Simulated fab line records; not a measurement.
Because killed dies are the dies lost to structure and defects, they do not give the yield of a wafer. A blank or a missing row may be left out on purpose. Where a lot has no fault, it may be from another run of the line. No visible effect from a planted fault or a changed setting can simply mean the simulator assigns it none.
fab line records	flow sfq_line
[record] lots = 14	wafers = 42	last_day = 95
route steps=325 shown A5B@210 M7@282 M8@325
lots with no fault: from the same line, run without faults
start_h: the number of hours between the record's first day and the start of the first shown wafer of the lot	wait_h: hours since the lot's step before	" as in the row above	L1.1+2: a row that stands for several wafers	- no value, or no start was given	* or withheld: withheld	< > ~ a bound
route shown NAME@n: a module of which the file shows steps, and the number in the route of the first	usual: mean/standard deviation of fault-free wafers	same: alike in all rows	chamber/n: place in a boat	sites: each site's reading	_std_site: the standard deviation of these	_edge_site: mean of outer sites minus mean of inner sites	radius_mm: for every site, how far away it sits from the centre of the wafer	mask NAME#n: copy n	behind: the last tool/chamber to shape the wafer	hold: the reason the lot was held/the length of the hold in hours/how it ended	device: the transistor (n, p or np) that didn't switch	end of line: at the end of the route, the tests of the same wafers	a step without rows: its recipe alone	killed: count of dies lost to structure and defects at first sort (not the wafer's yield)	map: a wafer's dies, x killed, . not, _ none there
set.NAME: setting as actually run; set.NAME@STEP: the setting as run at that earlier step	model.NAME: the simulator's own value behind a step, which no gauge read
steps of the route over a sample of lots; a table a step, a row a wafer
services: when a tool's chamber went out of use (start_h, in hours from the record's first day, below 0 if earlier), for how many hours, and the reason
[[steps]]
[step SFQ_TRILAYER_A5B_CMP_CMP_130]
[recipe] stop_on = Nb	down_force_psi = 3	platen_rpm = 60	target_thk_nm = 340.7
[usual] motor_current_A = 10.0/0.95	slurry_filter_dp_kPa = 13.50/0.13
lot.wafer	tool	chamber	start_h	wait_h	motor_current_A	slurry_filter_dp_kPa
L133.3	cmp-02	2	1438.68	2.8	8.7	13.60
L133.4	"	0	1439.68	3.7	10.1	13.75
L133.2	"	1	"	"	8.9	13.52
L134.4	cmp-01	3	1441.95	1.2	9.2	13.60
L134.3	"	0	"	"	10.5	13.41
L134.6	"	3	1443.95	3.2	9.4	13.39
L135.1	cmp-01	2	1444.95	1.8	9.9	13.37
L135.4	"	1	1446.45	3.3	10.9	13.45
L135.5	"	3	1447.45	4.3	9.6	13.48
L136.4	cmp-01	0	1448.45	2.9	11.1	13.55
L136.1	"	1	"	"	11.2	13.43
L136.6	"	0	1450.45	4.9	11.2	13.63
L137.3	cmp-02	2	1451.18	3.3	8.8	13.27
L137.4	"	0	1452.18	4.2	10.2	13.69
L137.5	"	2	1453.18	5.2	8.7	13.71
L140.2	cmp-02	1	1463.18	0.9	8.6	13.41
L140.4	"	3	1464.18	1.8	11.3	13.36
L140.6	"	1	1465.18	2.8	8.7	13.67
L141.1	cmp-01	0	1475.46	1.0	10.9	13.53
L141.4	"	1	"	"	10.7	13.65
L141.5	"	2	"	"	10.2	13.48
L144.4	cmp-02	0	1611.07	0.0	9.4	13.42
L144.2	"	3	1612.57	1.5	11.9	13.50
L144.6	"	1	1613.57	2.5	8.6	13.40
L145.1	cmp-01	0	1615.70	0.0	10.5	13.34
L145.2	"	1	"	"	11.2	13.38
L145.6	"	0	1617.70	2.0	10.5	13.75
L146.4	cmp-02	1	1619.47	0.0	8.8	13.39
L146.1	"	2	"	"	8.6	13.54
L146.3	"	0	1620.97	1.5	9.6	13.60
L149.1	cmp-01	3	1629.02	0.0	9.5	13.58
L149.2	"	0	"	"	10.2	13.36
L149.6	"	0	1631.52	2.5	10.4	13.44
L150.4	cmp-02	0	1631.42	0.0	10.3	13.33
L150.3	"	2	1632.42	1.0	8.8	13.71
L150.2	"	3	"	"	12.3	13.39
L151.1	cmp-01	1	1733.06	1.0	10.3	13.61
L151.6	"	3	1734.06	2.0	9.4	13.37
L151.5	"	0	"	"	10.7	13.50
L156.3	cmp-01	3	1758.40	1.1	9.5	13.31
L156.1	"	1	1759.40	2.2	11.5	13.64
L156.6	"	2	"	"	10.1	13.40
[step SFQ_TRILAYER_M7_DEP_SPUTTER_175]
[recipe] material = Nb	base_pressure_pa = 1.33e-06	chamber_pressure_pa = 0.1333	substrate_temp_c = 20	target_thk_nm = 200	power_w = 2000	time_s = 133.3
[usual] throttle_valve_pct = 30.0/1.3
lot.wafer	tool	chamber	start_h	wait_h	throttle_valve_pct
L133.2	pvd_sputter-03	-	1607.72	0.0	29.5
L133.3	"	-	"	"	28.7
L133.4	"	-	"	"	31.4
L134.3	pvd_sputter-03	-	1782.90	0.0	30.5
L134.4	"	-	"	"	31.0
L134.6	"	-	"	"	28.3
L135.1	pvd_sputter-04	-	1787.10	0.0	31.5
L135.4	"	-	"	"	31.1
L135.5	"	-	"	"	31.0
L136.1	pvd_sputter-06	-	1839.57	0.0	31.2
L136.4	"	-	"	"	29.1
L136.6	"	-	"	"	27.3
L137.3	pvd_sputter-06	-	1843.17	0.0	29.2
L137.4	"	-	"	"	30.7
L137.5	"	-	"	"	27.2
L140.2	pvd_sputter-04	-	1924.09	0.0	31.6
L140.4	"	-	"	"	30.7
L140.6	"	-	"	"	31.1
L141.1	pvd_sputter-04	-	1937.07	0.0	31.5
L141.4	"	-	"	"	31.3
L141.5	"	-	"	"	31.3
L144.2	pvd_sputter-06	-	1959.07	0.0	29.4
L144.4	"	-	"	"	30.9
L144.6	"	-	"	"	29.6
L145.1	pvd_sputter-03	-	1963.87	0.0	29.3
L145.2	"	-	"	"	30.8
L145.6	"	-	"	"	29.4
L146.1	pvd_sputter-06	-	1968.82	0.0	30.5
L146.3	"	-	"	"	29.5
L146.4	"	-	"	"	27.0
L149.1	pvd_sputter-06	-	1985.62	0.0	30.1
L149.2	"	-	"	"	29.5
L149.6	"	-	"	"	27.0
L150.2	pvd_sputter-03	-	1991.62	0.0	30.4
L150.3	"	-	"	"	29.6
L150.4	"	-	"	"	31.0
L151.1	pvd_sputter-06	-	1994.02	0.0	30.7
L151.5	"	-	"	"	30.9
L151.6	"	-	"	"	30.0
L156.1	pvd_sputter-03	-	2024.02	0.0	30.2
L156.3	"	-	"	"	28.7
L156.6	"	-	"	"	29.6
[step SFQ_M7_RS_MEAS_943]
[recipe] thk_meas_gauge = four-point-probe	reads = Nb_of_TRILAYER_M7_DEP_SPUTTER_175
[usual] M7_NB_RS = 0.888/0.0085
lot.wafer	tool	chamber	start_h	wait_h	hold	M7_NB_RS[ohm/sq]
L133.2	film_metro-02	-	1607.83	0.1	-	0.908
L133.3	"	-	"	"	-	0.903
L133.4	"	-	"	"	-	0.896
L134.3	film_metro-01	-	1783.03	0.1	-	0.880
L134.4	"	-	"	"	-	0.873
L134.6	"	-	"	"	-	0.866
L135.1	film_metro-04	-	1787.19	0.0	-	0.896
L135.4	"	-	"	"	-	0.899
L135.5	"	-	"	"	-	0.894
L136.1	film_metro-04	-	1839.66	0.0	-	0.895
L136.4	"	-	"	"	-	0.892
L136.6	"	-	"	"	-	0.898
L137.3	film_metro-04	-	1843.30	0.1	-	0.881
L137.4	"	-	"	"	-	0.879
L137.5	"	-	"	"	-	0.883
L140.2	film_metro-02	-	1924.20	0.1	-	0.889
L140.4	"	-	"	"	-	0.883
L140.6	"	-	"	"	-	0.894
L141.1	film_metro-01	-	1937.16	0.0	-	0.891
L141.4	"	-	"	"	-	0.890
L141.5	"	-	"	"	-	0.889
L144.2	film_metro-04	-	1959.18	0.1	-	0.887
L144.4	"	-	"	"	-	0.880
L144.6	"	-	"	"	-	0.889
L145.1	film_metro-01	-	1963.96	0.0	-	0.882
L145.2	"	-	"	"	-	0.888
L145.6	"	-	"	"	-	0.888
L146.1	film_metro-04	-	1968.91	0.0	-	0.883
L146.3	"	-	"	"	-	0.891
L146.4	"	-	"	"	-	0.888
L149.1	film_metro-04	-	1985.71	0.0	await_dispo/0.2h/release	0.892
L149.2	"	-	"	"	await_dispo/0.2h/release	1.532
L149.6	"	-	"	"	await_dispo/0.2h/release	0.884
L149.1	film_metro-04	-	1985.99	0.3	-	0.893
L149.2	"	-	"	"	-	1.533
L149.6	"	-	"	"	-	0.885
L150.2	film_metro-01	-	1991.73	0.1	-	0.888
L150.3	"	-	"	"	-	0.887
L150.4	"	-	"	"	-	0.887
L151.1	film_metro-02	-	1994.11	0.0	await_dispo/0.2h/release	0.891
L151.5	"	-	"	"	await_dispo/0.2h/release	1.534
L151.6	"	-	"	"	await_dispo/0.2h/release	0.906
L151.1	film_metro-02	-	1994.39	0.3	-	0.889
L151.5	"	-	"	"	-	1.537
L151.6	"	-	"	"	-	0.906
L156.1	film_metro-04	-	2024.11	0.0	-	0.876
L156.3	"	-	"	"	-	0.878
L156.6	"	-	"	"	-	0.887
[step SFQ_TRILAYER_M7_ETCH_METAL_ETCH_180]
[recipe] target = Nb	stop_on = SiO2	mask_material = PR	chemistry = Cl2/Ar	target_depth_nm = 240	icp_w = 600	bias_w = 80	pressure_mtorr = 10	time_s = 120
[usual] drypump_motor_current_A = 5.6/0.35	oes_product_au = 0.895/0.0065
lot.wafer	tool	chamber	start_h	wait_h	drypump_motor_current_A	oes_product_au	rf_hours_counter_h
L133.2	rie_metal-03	0	1723.80	0.0	5.4	0.882	61
L133.3	"	0	"	"	5.4	0.877	-
L133.4	"	1	"	"	5.3	0.892	-
L134.3	rie_metal-02	1	1795.39	0.1	6.3	0.896	-
L134.4	"	0	"	"	5.4	0.904	-
L134.6	"	0	"	"	5.4	0.913	-
L135.1	rie_metal-02	1	1796.55	0.0	6.3	0.888	39
L135.4	"	1	"	"	6.2	0.890	-
L135.5	"	0	"	"	5.4	0.893	-
L136.1	rie_metal-03	1	1842.31	0.0	5.3	0.893	67
L136.4	"	0	"	"	5.4	0.895	-
L136.6	"	1	"	"	5.3	0.889	-
L137.3	rie_metal-02	0	1845.83	0.1	5.4	0.891	-
L137.4	"	1	"	"	6.2	0.897	-
L137.5	"	0	"	"	5.4	0.890	-
L140.2	rie_metal-01	0	2009.72	0.0	5.9	0.896	4
L140.4	"	1	"	"	5.4	0.891	-
L140.6	"	0	"	"	5.8	0.885	-
L141.1	rie_metal-03	1	2015.72	0.0	5.3	0.892	94
L141.4	"	1	"	"	5.3	0.888	-
L141.5	"	1	"	"	5.3	0.897	-
L144.2	rie_metal-02	1	2031.47	0.0	6.3	0.894	76
L144.4	"	1	"	"	6.2	0.906	-
L144.6	"	0	"	"	5.4	0.888	-
L145.1	rie_metal-02	1	2033.87	0.0	6.2	0.898	77
L145.2	"	0	"	"	5.4	0.897	138
L145.6	"	0	"	"	5.4	0.887	-
L146.1	rie_metal-01	0	2037.47	0.0	5.9	0.894	9
L146.3	"	1	"	"	5.5	0.901	-
L146.4	"	0	"	"	5.9	0.897	-
L149.1	rie_metal-03	1	2053.07	0.0	5.3	0.890	100
L149.2	"	0	"	"	5.3	0.677	115
L149.6	"	0	"	"	5.4	0.900	-
L150.2	rie_metal-02	1	2060.27	0.0	6.3	0.903	82
L150.3	"	0	"	"	5.4	0.900	-
L150.4	"	1	"	"	6.2	0.894	-
L151.1	rie_metal-01	1	2063.87	0.0	5.5	0.898	25
L151.5	"	0	"	"	5.9	0.682	-
L151.6	"	1	"	"	5.5	0.886	-
L156.1	rie_metal-02	0	2098.45	0.0	5.4	0.900	1
L156.3	"	0	"	"	5.4	0.897	-
L156.6	"	1	"	"	6.2	0.902	-
[step SFQ_TRILAYER_M7_STRIP_STRIP_181]
[recipe] gas = O2	power_w = 200	platen_temp_c = 40	overash_fraction = 0.65	chemistry = O2	pressure_mtorr = 50
[usual] drypump_motor_current_A = 5.6/0.35	oes_product_au = 0.999/0.009	platen_temp_c = 40.00/0.11
lot.wafer	tool	chamber	start_h	wait_h	drypump_motor_current_A	oes_product_au	platen_temp_c	rf_hours_counter_h
L133.2	rie_metal-03	0	1723.92	0.1	5.4	1.001	40.19	61
L133.3	"	0	"	"	5.4	1.000	39.99	-
L133.4	"	1	"	"	5.3	0.997	39.96	-
L134.3	rie_metal-02	1	1795.67	0.2	6.3	1.000	39.87	-
L134.4	"	0	"	"	5.4	1.000	39.94	-
L134.6	"	0	"	"	5.4	1.001	40.00	-
L135.1	rie_metal-02	1	1796.67	0.1	6.2	0.998	40.02	39
L135.4	"	1	"	"	6.3	1.000	40.04	-
L135.5	"	0	"	"	5.4	0.998	39.99	-
L136.1	rie_metal-03	1	1842.44	0.1	5.3	0.996	40.15	68
L136.4	"	0	"	"	5.4	1.011	39.90	-
L136.6	"	1	"	"	5.3	1.002	39.91	-
L137.3	rie_metal-02	0	1846.11	0.2	5.4	0.992	39.98	-
L137.4	"	1	"	"	6.3	0.988	40.07	-
L137.5	"	0	"	"	5.4	0.987	39.91	-
L140.2	rie_metal-01	0	2009.85	0.1	5.8	1.004	40.02	4
L140.4	"	1	"	"	5.4	1.009	40.01	-
L140.6	"	0	"	"	5.8	0.989	39.96	-
L141.1	rie_metal-03	1	2015.85	0.1	5.3	0.997	39.95	94
L141.4	"	1	"	"	5.3	0.989	39.95	-
L141.5	"	1	"	"	5.3	0.999	39.93	-
L144.2	rie_metal-02	1	2031.60	0.1	6.2	0.997	40.20	76
L144.4	"	1	"	"	6.2	1.005	40.08	-
L144.6	"	0	"	"	5.4	0.996	40.11	-
L145.1	rie_metal-02	1	2034.00	0.1	6.2	0.996	39.84	77
L145.2	"	0	"	"	5.4	1.003	40.02	139
L145.6	"	0	"	"	5.4	0.990	40.05	-
L146.1	rie_metal-01	0	2037.60	0.1	5.8	0.994	39.86	9
L146.3	"	1	"	"	5.5	1.024	40.02	-
L146.4	"	0	"	"	5.9	0.997	39.83	-
L149.1	rie_metal-03	1	2053.20	0.1	5.3	1.000	40.13	100
L149.2	"	0	"	"	5.4	0.996	39.84	115
L149.6	"	0	"	"	5.4	1.000	40.00	-
L150.2	rie_metal-02	1	2060.40	0.1	6.2	1.000	40.07	82
L150.3	"	0	"	"	5.4	0.992	40.12	-
L150.4	"	1	"	"	6.2	0.991	40.16	-
L151.1	rie_metal-01	1	2064.00	0.1	5.4	1.013	39.89	25
L151.5	"	0	"	"	5.9	0.990	39.93	-
L151.6	"	1	"	"	5.5	1.027	39.71	-
L156.1	rie_metal-02	0	2098.57	0.1	5.4	0.997	39.77	1
L156.3	"	0	"	"	5.4	0.997	39.86	-
L156.6	"	1	"	"	6.2	1.009	40.01	-
[step SFQ_M8_BOW_MEAS_951]
[recipe] mode = bow
[usual] M8_BOW = 8/12
lot.wafer	tool	chamber	start_h	wait_h	M8_BOW[um]
L133.2	film_metro-01	-	1910.22	0.0	-3
L133.3	"	-	"	"	-10
L133.4	"	-	"	"	-8
L134.3	film_metro-03	-	1986.79	0.0	-19
L134.4	"	-	"	"	-17
L134.6	"	-	"	"	-13
L135.1	film_metro-03	-	1989.15	0.0	10
L135.4	"	-	"	"	6
L135.5	"	-	"	"	1
L136.1	film_metro-03	-	2019.15	0.0	7
L136.4	"	-	"	"	0
L136.6	"	-	"	"	4
L137.3	film_metro-03	-	2021.77	0.0	13
L137.4	"	-	"	"	3
L137.5	"	-	"	"	10
L140.2	film_metro-03	-	2097.26	0.0	21
L140.4	"	-	"	"	16
L140.6	"	-	"	"	20
L141.1	film_metro-03	-	2108.04	0.0	11
L141.4	"	-	"	"	5
L141.5	"	-	"	"	17
L144.2	film_metro-03	-	2125.17	0.0	-9
L144.4	"	-	"	"	-4
L144.6	"	-	"	"	9
L145.1	film_metro-01	-	2128.44	0.0	13
L145.2	"	-	"	"	9
L145.6	"	-	"	"	29
L146.1	film_metro-03	-	2130.84	0.0	-1
L146.3	"	-	"	"	-9
L146.4	"	-	"	"	-9
L149.1	film_metro-01	-	2147.77	0.0	-3
L149.2	"	-	"	"	-3
L149.6	"	-	"	"	-6
L150.2	film_metro-04	-	2219.01	0.0	15
L150.3	"	-	"	"	10
L150.4	"	-	"	"	-4
L151.1	film_metro-04	-	2225.42	0.0	-4
L151.5	"	-	"	"	11
L151.6	"	-	"	"	5
L156.1	film_metro-01	-	2272.61	0.0	1
L156.3	"	-	"	"	9
L156.6	"	-	"	"	-4
[[services]]
tool	chamber	start_h	hours	kind
cmp-01	-	1438.23	0.7	repair
cmp-01	-	1477.82	1.6	repair
cmp-01	-	1560.44	0.6	repair
rie_metal-03	-	1581.35	2.8	pm
cmp-01	-	1610.15	4.0	pm
rie_metal-03	0	1642.64	11.3	repair
cmp-01	-	1657.27	1.5	repair
cmp-01	-	1696.41	0.2	repair
cmp-01	-	1715.98	3.4	pm
rie_metal-02	1	1724.98	5.9	repair
rie_metal-03	1	1740.91	10.2	repair
cmp-01	-	1748.65	1.2	repair
cmp-01	-	1749.81	0.7	repair
cmp-01	-	1762.65	0.4	repair
cmp-01	-	1829.80	0.7	repair
cmp-01	-	1897.85	0.8	repair
cmp-01	-	1910.09	2.3	repair
cmp-01	-	1950.15	4.0	pm
cmp-01	-	1974.11	0.8	repair
cmp-01	-	1974.89	6.6	pm
rie_metal-03	1	2006.65	2.2	repair
cmp-01	-	2015.16	0.5	repair
cmp-01	-	2066.09	0.5	repair
rie_metal-02	-	2067.98	1.4	repair
[[key]]
[first_sign] step = SFQ_M7_RS_MEAS_943	reading = visit	direction = added
[effect] step = SFQ_M7_RS_MEAS_943	reading = M7_NB_RS	direction = up	sigmas = 76	usual = 0.888	struck = 1.533
[effect] step = SFQ_TRILAYER_M7_ETCH_METAL_ETCH_180	reading = oes_product_au	direction = down	sigmas = 33	usual = 0.895	struck = 0.680
met_at SFQ_TRILAYER_M7_DEP_SPUTTER_175
struck_lots L149,L151
struck_wafers L149.2,L151.5
not_acting_at SFQ_TRILAYER_A5B_CMP_CMP_130,SFQ_TRILAYER_M7_STRIP_STRIP_181,SFQ_M8_BOW_MEAS_951
onset_between 1968.82 1985.62
[fault] kind = process_parameter_drift	tool = pvd_sputter-06	chamber = -	onset_h = 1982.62	steps = SFQ_TRILAYER_M7_DEP_SPUTTER_175	channel = target_thk_nm	offset = -82.357	shape = step	end_h = 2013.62	scope = struck_wafers_only	acts_in = these_recipes_only	stated = 200
